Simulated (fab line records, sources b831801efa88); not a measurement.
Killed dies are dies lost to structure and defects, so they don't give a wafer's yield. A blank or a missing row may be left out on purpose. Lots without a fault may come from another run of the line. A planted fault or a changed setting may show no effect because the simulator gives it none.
One fault seen from 2 desks | flow sky130 | each desk has only its own numbers; what lay behind them comes last

THE TOOL OWNER'S DESK: plasma_asher-03
The tool's own readings at SKY_SD_P_STRIP_10 (strips in O2/N2): means of the sampled wafers that have a number, for each lot that ran on this tool. A lot is out of limits, marked OUT, if its mean lies more than 4 standard deviations from the usual mean; the brackets give that distance.
Columns: A = drypump_motor_current_A at SKY_SD_P_STRIP_10, usual 5.64 A; B = oes_product_au at SKY_SD_P_STRIP_10, usual 0.617 a.u.; C = strip_time_to_endpoint_s at SKY_SD_P_STRIP_10, usual 17.47 s
lot  | first seen here | A    | B     | C
L374 | day 26 13:01    | 5.55 | 0.615 | 17.49
L377 | day 28 01:49    | 5.57 | 0.617 | 17.47
L384 | day 30 04:25    | 5.52 | 0.620 | 17.48
L387 | day 31 00:49    | 5.51 | 0.612 | -
This desk's finding: nothing out of limits on any of the 4 lots.

THE METROLOGY DESK
What the gauges read, lot by lot, whatever tool the lot ran on: means of the sampled wafers that have a number. A lot is out of limits, marked OUT, if its mean lies more than 4 standard deviations from the usual mean; the brackets give that distance.
Columns: A = cd_nm at SKY_POLY_GATE_CD_MEAS_22, usual 149 nm; B = RES_XHIGH_TW at SKY_RES_XHIGH_TW_MEAS_09, usual 1631
lot  | first seen here | A   | B
L371 | day 16 21:59    | 151 | 1629
L372 | day 17 11:10    | 143 | 1619
L374 | day 17 13:37    | 146 | 1619
L375 | day 18 01:06    | 142 | 1645
L377 | day 19 03:17    | 150 | 1643
L379 | day 19 21:20    | 150 | 1617
L382 | day 20 18:32    | 151 | 1642
L384 | day 21 11:41    | 150 | 1631
L385 | day 22 01:11    | 152 | 1628
L387 | day 22 09:47    | 148 | 30 (-99 or more) OUT
L388 | day 22 19:29    | 150 | 1648
L389 | day 22 21:08    | 147 | 1636
L394 | day 24 19:34    | 148 | 1627
This desk's finding: out of limits on L387; first on L387, day 32 04:46 (RES_XHIGH_TW at SKY_RES_XHIGH_TW_MEAS_09). In limits: L371, L372, L374, L375, L377, L379, L382, L384, L385, L388, L389, L394.

PUT TOGETHER
The metrology desk could have raised an alarm at day 32 04:46, on L387.
The tool owner's desk saw nothing out of limits.
The tool owner's desk has L387 on record, within its limits.
Of the lots named, all ran SKY_SD_P_STRIP_10 on plasma_asher-03.

WHAT THE SIMULATOR HAD PUT IN
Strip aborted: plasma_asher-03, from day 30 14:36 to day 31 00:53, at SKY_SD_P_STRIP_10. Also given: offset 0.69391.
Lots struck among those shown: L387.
Hours from the fault's start to each desk's first reading out of limits: the metrology desk, 38.
